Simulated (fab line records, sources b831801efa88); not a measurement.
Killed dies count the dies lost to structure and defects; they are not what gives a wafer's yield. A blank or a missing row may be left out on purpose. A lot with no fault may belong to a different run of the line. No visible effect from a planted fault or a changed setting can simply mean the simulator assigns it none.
Which tool did it?	flow gf180mcu	13 lots, 39 wafers sampled, at 4 steps of a route of 602

## WHAT THE GAUGES SHOWED, per wafer
GF_TOP_METAL_THK_MEAS_06: measures by xrf.
lot	measured	on	TOP_METAL_ALCU_THK (nm)
L637	day 27 06:53	film-metro-04	901 914 909
L638	day 27 12:26	film-metro-04	911 907 913
L639	day 27 20:22	film-metro-02	898 896 899
L642	day 28 22:02	film-metro-03	899 902 907
L643	day 29 05:16	film-metro-02	905 908 898
L644	day 29 10:36	film-metro-04	882 880 885
L645	day 29 19:55	film-metro-04	891 883 892
L650	day 31 07:22	film-metro-02	918 912 910
L652	day 31 13:23	film-metro-03	895 907 897
L654	day 32 03:18	film-metro-03	908 906 903
L655	day 32 11:37	film-metro-03	901 896 900
L657	day 32 19:21	film-metro-03	899 909 909
L658	day 33 03:26	film-metro-04	899 896 895

GF_PASSIVATION_BOW_MEAS_14.
lot	measured	on	PASSIVATION_BOW (um)
L637	day 29 00:46	film-metro-01	131 129 145
L638	day 29 06:14	film-metro-01	134 137 132
L639	day 29 15:34	film-metro-04	142 136 123
L642	day 30 13:43	film-metro-02	137 120 130
L643	day 30 20:36	film-metro-01	136 156 137
L644	day 31 02:30	film-metro-01	139 145 152
L645	day 31 10:42	film-metro-01	137 147 149
L650	day 32 20:04	film-metro-04	146 137 152
L652	day 33 01:11	film-metro-04	133 137 144
L654	day 33 14:12	film-metro-02	134 145 140
L655	day 33 22:44	film-metro-04	122 129 118
L657	day 34 05:30	film-metro-01	135 143 131
L658	day 34 12:47	film-metro-04	138 151 144

## TOOL THAT RAN EACH LOT (tool first, then ch and the chambers of the sampled wafers, then the start)
lot	GF_V2_STRIP_19	GF_PASSIVATION_STRIP_12
L637	wet-bench-01 ch 2, day 20 06:52	plasma-asher-02 ch 1, day 28 23:09
L638	wet-bench-03 ch 1, day 20 15:07	plasma-asher-01 ch 0,1, day 29 04:38
L639	wet-bench-04 ch 3, day 20 22:37	plasma-asher-01 ch 0,1, day 29 12:54
L642	wet-bench-04 ch 3, day 22 06:46	plasma-asher-02 ch 0,1, day 30 12:06
L643	wet-bench-01 ch 2, day 22 16:16	plasma-asher-02 ch 0,1, day 30 19:00
L644	wet-bench-04 ch 1, day 22 21:31	plasma-asher-02 ch 0,1, day 31 00:54
L645	wet-bench-04 ch 0, day 23 08:04	plasma-asher-03 ch 0,1, day 31 09:06
L650	wet-bench-03 ch 0, day 25 02:34	plasma-asher-02 ch 0,1, day 32 18:27
L652	wet-bench-04 ch 0, day 25 11:07	plasma-asher-01 ch 0,1, day 32 23:35
L654	wet-bench-04 ch 1, day 26 03:43	plasma-asher-01 ch 0,1, day 33 12:36
L655	wet-bench-04 ch 2, day 26 14:40	plasma-asher-03 ch 0,1, day 33 21:08
L657	wet-bench-03 ch 2, day 26 23:43	plasma-asher-01 ch 1, day 34 03:54
L658	wet-bench-01 ch 2, day 27 09:04	plasma-asher-03 ch 0,1, day 34 11:11
- GF_V2_STRIP_19: strips in post etch residue remover, time 1200 s.
- GF_PASSIVATION_STRIP_12: strips in O2/N2.

## AS READ BY THE TOOLS THEMSELVES (means over the sampled wafers that have a number; for cases with no such wafer, the mark the record gives instead)
GF_V2_STRIP_19.
lot	tool	bath-guard-temp-C (C)
L637	wet-bench-01	71.5
L638	wet-bench-03	72.9
L639	wet-bench-04	72.5
L642	wet-bench-04	72.6
L643	wet-bench-01	71.4
L644	wet-bench-04	72.7
L645	wet-bench-04	73.3
L650	wet-bench-03	72.1
L652	wet-bench-04	73.3
L654	wet-bench-04	72.7
L655	wet-bench-04	72.6
L657	wet-bench-03	72.1
L658	wet-bench-01	71.3

GF_PASSIVATION_STRIP_12.
lot	tool	drypump-motor-current-A (A)	heater-power-w (W)	o2-flow-sccm (sccm)	oes-product-au (a.u.)	strip-time-to-endpoint-s (s)
L637	plasma-asher-02	5.97	281	2997	0.718	33.11
L638	plasma-asher-01	5.53	295	2996	0.718	33.06
L639	plasma-asher-01	5.76	325	3003	0.723	32.80
L642	plasma-asher-02	5.86	324	2999	0.721	32.91
L643	plasma-asher-02	5.91	293	3002	0.718	33.29
L644	plasma-asher-02	5.91	297	3003	0.716	33.16
L645	plasma-asher-03	5.71	313	2996	0.720	32.69
L650	plasma-asher-02	5.87	325	2998	0.718	33.21
L652	plasma-asher-01	5.53	303	2995	0.720	33.02
L654	plasma-asher-01	5.76	323	3004	0.717	33.31
L655	plasma-asher-03	5.70	306	3005	0.718	33.13
L657	plasma-asher-01	5.97	352	2998	0.719	32.87
L658	plasma-asher-03	5.71	307	3008	0.725	33.10

## THE ANSWER, worked out from the rows above alone
Rule: usual is defined by the lots themselves. Put in order of their means at a reading, lots are off if they are a third of the lots or fewer, leave a main group of 4 or more, and stand apart from it by a gap of 3 or more times the standard deviation of the main group's means; of several such gaps the widest counts. A main group whose means are all the same, to the digits that the tables above print for the reading, isn't used. A lot without any number at a reading at which 4 lots or more have one is off too. Where the step has rows for the other lots, those lots are counted as sound. First the gauges in route order, then the tools' own readings, where a lot's mean is used as printed above. At the first step where some lot is off, the reading lying furthest off is the one used; lots without a number count as furthest.
Across all readings shown, no lot is off: no conclusion can be drawn from this.

## WHAT THE SIMULATOR HAD PUT IN
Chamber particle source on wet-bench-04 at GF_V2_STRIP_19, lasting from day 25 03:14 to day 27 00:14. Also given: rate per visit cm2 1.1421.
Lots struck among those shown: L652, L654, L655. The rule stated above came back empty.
